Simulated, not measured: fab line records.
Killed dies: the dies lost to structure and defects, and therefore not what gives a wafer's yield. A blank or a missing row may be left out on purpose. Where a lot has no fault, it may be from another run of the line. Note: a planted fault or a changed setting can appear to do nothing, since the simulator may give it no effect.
A struck lot beside a sound one | flow sky130 | 33 steps out of a route of 708
Sound: the wafers L346.1, L346.2, L346.3. Struck: wafer L354.4; the same lot's L354.6 was not struck, so it is left out; see the end for the cause.
Each step with rows lists, per side, the tool, then ch with its chambers, then its first start. Under that, the readings that differ: sound wafers | struck wafers | difference of the means | sigmas: that difference in standard deviations of wafers without a fault.
alike: readings whose means differ by less than 2 such deviations, and words and numbers that are the same on both sides. not compared: withheld readings, readings that some wafer has no value for, bounds like >300 that may hide the same value, and numbers for which the record gives no deviation and whose values overlap.
The two part at a step that has a row with sigmas, a row that says differs or no value, or rows on one side only. Numbers that don't overlap but have no deviation are shown without sigmas and don't part them. A reading that every wafer of one side lacks parts them only if that side has two wafers or more.

first, 4 steps without rows for these wafers: SKY_LOCAL_INTERCONNECT_SOFTBAKE_07 (time 90 s); SKY_LOCAL_INTERCONNECT_EXPOSE_08 (exposes mask LI1M, target cd 170 nm); SKY_LOCAL_INTERCONNECT_PEB_09; SKY_LOCAL_INTERCONNECT_DEVELOP_10 (develop time 60 s).
SKY_LOCAL_INTERCONNECT_CD_MEAS_11: target cd 170 nm.
  struck on cdSem-01, day 35 20:34; sound on cdSem-01, day 33 07:43
  alike: cdNm
SKY_LOCAL_INTERCONNECT_OVL_MEAS_12:
  struck on overlay-01, day 35 20:39; sound on overlay-01, day 33 07:50
  alike: LOCAL_INTERCONNECT_OVL
SKY_LOCAL_INTERCONNECT_ETCH_13: etches BARC in N2/H2, stops on SiO2, time 45.9 s, target depth 60 nm.
  sound on rieMetal-02 ch 0,1, day 33 07:52; struck on rieMetal-03 ch 1, day 35 20:41
  alike: drypumpMotorCurrentA, oesProductAu, throttleValvePct
  not compared: rfHoursCounterH
then, 5 steps without rows for these wafers: SKY_LOCAL_INTERCONNECT_METAL_ETCH_14 (etches TiN in Cl2/BCl3, stops on PSG, target depth 110 nm, time 31.4 s); SKY_LOCAL_INTERCONNECT_STRIP_15 (strips in O2/N2); SKY_LOCAL_INTERCONNECT_STRIP_16 (strips in post etch residue remover, time 1200 s); SKY_LOCAL_INTERCONNECT_CLEAN_17 (cleans in IPA, time 180 s); SKY_LOCAL_INTERCONNECT_CLEAN_18 (cleans in O3/DIW).
SKY_CONTACT_CVD_00: deposits Si3N4, target thk 75 nm.
  sound on pecvd-02 ch 0,1,2, day 33 08:37; struck on pecvd-02 ch 2, day 35 21:23
reading                                  | sound            | struck | difference | sigmas
model.Si3N4_of_CONTACT_CVD_00.thkNm (nm) | 74.71 73.88 74.8 | 81.13  | +6.67      | 
  alike: heaterPowerW
SKY_CONTACT_THK_MEAS_01:
  struck on filmMetro-04, day 35 21:26; sound on filmMetro-02, day 33 08:38
reading                 | sound          | struck | difference | sigmas
CONTACT_CVD_00_THK (nm) | 74.7 73.9 74.8 | 81.1   | +6.6       | +7
then, 1 step without rows for these wafers: SKY_CONTACT_HDPCVD_02 (deposits SiO2, target thk 565 nm, time 94.2 s).
SKY_CONTACT_THK_MEAS_03:
  struck on filmMetro-02, day 35 21:34; sound on filmMetro-02, day 33 08:46
  alike: CONTACT_HDPCVD_THK
SKY_CONTACT_CMP_04: polishes SiO2.
  sound on cmp-01 ch 0,1,2, day 33 08:50; struck on cmp-02 ch 1, day 35 21:36
  alike: motorCurrentA
SKY_CONTACT_BOW_MEAS_05:
  struck on filmMetro-04, day 35 21:58; sound on filmMetro-04, day 33 09:08
  alike: CONTACT_BOW
then, 8 steps without rows for these wafers: SKY_CONTACT_DEHYDRATE_06 (time 60 s); SKY_CONTACT_HMDS_07 (prime time 60 s); SKY_CONTACT_COAT_08 (resist thk 60 nm); SKY_CONTACT_COAT_09 (resist thk 450 nm); SKY_CONTACT_SOFTBAKE_10 (time 90 s); SKY_CONTACT_EXPOSE_11 (exposes mask CTM1, target cd 170 nm); SKY_CONTACT_PEB_12; SKY_CONTACT_DEVELOP_13 (develop time 60 s).
SKY_CONTACT_CD_MEAS_14: target cd 170 nm.
  struck on cdSem-01, day 37 01:20; sound on cdSem-01, day 34 12:07
reading   | sound             | struck | difference | sigmas
cdNm (nm) | 168.4 168.2 167.6 | 172.1  | +4.0       | +3
SKY_CONTACT_OVL_MEAS_15:
  struck on overlay-01, day 37 01:25; sound on overlay-02, day 34 12:14
  alike: CONTACT_OVL
SKY_CONTACT_ETCH_16: etches BARC in N2/H2, stops on SiO2, time 45.9 s, target depth 60 nm.
  sound on rieDiel-02 ch 0,1,3, day 34 12:16; struck on rieDiel-03 ch 3, day 37 01:26
reading             | sound  | struck | difference | sigmas
rfHoursCounterH (h) | 6 9 18 | 21     | +10        | 
  alike: drypumpMotorCurrentA, oesProductAu, throttleValvePct
SKY_CONTACT_ETCH_17: etches SiO2 in C4F8/O2/Ar, stops on Si3N4, target depth 340 nm.
  sound on rieDiel-02 ch 0,1,3, day 34 12:19; struck on rieDiel-03 ch 3, day 37 01:28
  alike: oesProductAu
SKY_CONTACT_ETCH_18: etches Si3N4 in CHF3/O2, stops on TiN, time 39 s, target depth 75 nm.
  sound on rieDiel-02 ch 0,1,3; struck on rieDiel-03 ch 3
reading                 | sound             | struck | difference | sigmas
oesProductAu (a.u.)     | 0.850 0.847 0.854 | 0.896  | +0.046     | +6
rfHoursCounterH (h)     | 6 9 18            | 21     | +10        | 
throttleValvePct (%)    | 8.791 8.783 8.785 | 8.808  | +0.022     | +2
model.etch.depthNm (nm) | 74.71 73.88 74.8  | 81.13  | +6.67      | 
  alike: chf3FlowSccm, drypumpMotorCurrentA
SKY_CONTACT_STRIP_19: strips in O2/N2.
  sound on plasmaAsher-04 ch 0,1, day 34 12:24; struck on plasmaAsher-03 ch 0, day 37 01:35
  alike: drypumpMotorCurrentA, oesProductAu, stripTimeToEndpointS
  not compared: rfHoursCounterH
-- the record jumps here: 13 days lie between the struck wafers' starts before and after (it left off in module CONTACT and takes up again in module PAD_OPEN, whose first step shown is number 708 of the route) --
SKY_PAD_OPEN_PROBE_99:
  struck on prober-02, day 50 00:14; sound on prober-02, day 48 05:14
  alike: killed_at_M0_to_M3, killed_at_M4_up, killedAtContacts, killedAtFrontEnd, killedAtOther, killedDies, killedOpen, killedShort

== WHERE THEY PART ==
At SKY_CONTACT_THK_MEAS_01 first; at SKY_CONTACT_ETCH_18 last (within this record only). Later steps at which nothing parts them and some readings are alike: SKY_CONTACT_STRIP_19, SKY_PAD_OPEN_PROBE_99.

WHY: what had been put in by the simulator
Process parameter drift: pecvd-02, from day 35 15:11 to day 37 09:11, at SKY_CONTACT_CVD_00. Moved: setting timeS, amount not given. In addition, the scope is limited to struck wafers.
